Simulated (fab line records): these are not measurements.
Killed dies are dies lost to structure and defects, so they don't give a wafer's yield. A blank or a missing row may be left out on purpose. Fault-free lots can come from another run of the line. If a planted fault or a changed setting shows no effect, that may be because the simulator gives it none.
A lot that was struck, set against a sound lot / flow sky130 / 14 out of 708 route steps
Sound: these wafers, L909.1, L909.2, L909.4. The struck wafers were L923.1, L923.2, L923.6. The cause is named last.
Order at every step that has rows: each side's tool, ch and its chambers, its first start. Under that, the readings that differ: sound wafers / struck wafers / difference of the means / sigmas: that difference in standard deviations of wafers without a fault.
alike: words and numbers the same on both sides, and readings whose means are apart by under 2 such deviations; not compared: readings that were withheld, readings missing a value for some wafer, numbers with overlapping values and no deviation given by the record, and bounds like >300 which may hide the same value.
The two part at a step that has a row with sigmas, a row that says differs or no value, or rows on one side only. Numbers that don't overlap but have no deviation are shown without sigmas and don't part them. A reading missing from all wafers of one side parts the sides only when that side holds two or more wafers.

first, 4 steps without rows for these wafers: SKY_LDD_HVP_SOFTBAKE_03 (time 60 s); SKY_LDD_HVP_EXPOSE_04 (exposes mask HVPTM, target cd 700 nm); SKY_LDD_HVP_PEB_05; SKY_LDD_HVP_DEVELOP_06 (develop time 60 s).
SKY_LDD_HVP_OVL_MEAS_07:
  sound on overlay-01, day 24 10:22; struck on overlay-01, day 29 01:46
  alike: LDD_HVP_OVL
following that, these wafers have no rows for 1 step: SKY_LDD_HVP_IMPLANT_08.
SKY_LDD_HVP_STRIP_09: strips in O2/N2.
  sound on plasma-asher-03 ch 0,1, day 24 10:32; struck on plasma-asher-02 ch 0,1, day 29 01:57
  alike: drypump-motor-current-A, oes-product-au, strip-time-to-endpoint-s
  not compared: rf-hours-counter-h
SKY_LDD_HVP_TW_MEAS_10:
  sound on film-metro-01, day 24 10:38; struck on film-metro-04, day 29 02:03
  alike: LDD_HVP_TW
then, 4 steps without rows for these wafers: SKY_LDD_LDN_DEHYDRATE_00 (time 60 s); SKY_LDD_LDN_HMDS_01 (prime time 60 s); SKY_LDD_LDN_COAT_02 (resist thk 1140 nm); SKY_LDD_LDN_SOFTBAKE_03 (time 60 s).
SKY_LDD_LDN_EXPOSE_04: exposes mask LDNTM, target cd 700 nm.
  struck on iline-stepper-01, day 29 16:20; sound on iline-stepper-01 ch 0, day 25 00:35
  no value came back on the struck wafers for exposure-dose-mJ-cm2, focus-offset-nm (nm); on the sound wafers exposure-dose-mJ-cm2 reads 139.90 139.94 140.10
  alike: mask
following that, these wafers have no rows for 1 step: SKY_LDD_LDN_PEB_05.

== WHERE THEY PART ==
Only at SKY_LDD_LDN_EXPOSE_04, as far as this record shows.

WHY: what the simulator had put in
At SKY_LDD_LDN_EXPOSE_04, the step was skipped entirely on iline-stepper-01 from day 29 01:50 on. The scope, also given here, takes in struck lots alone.
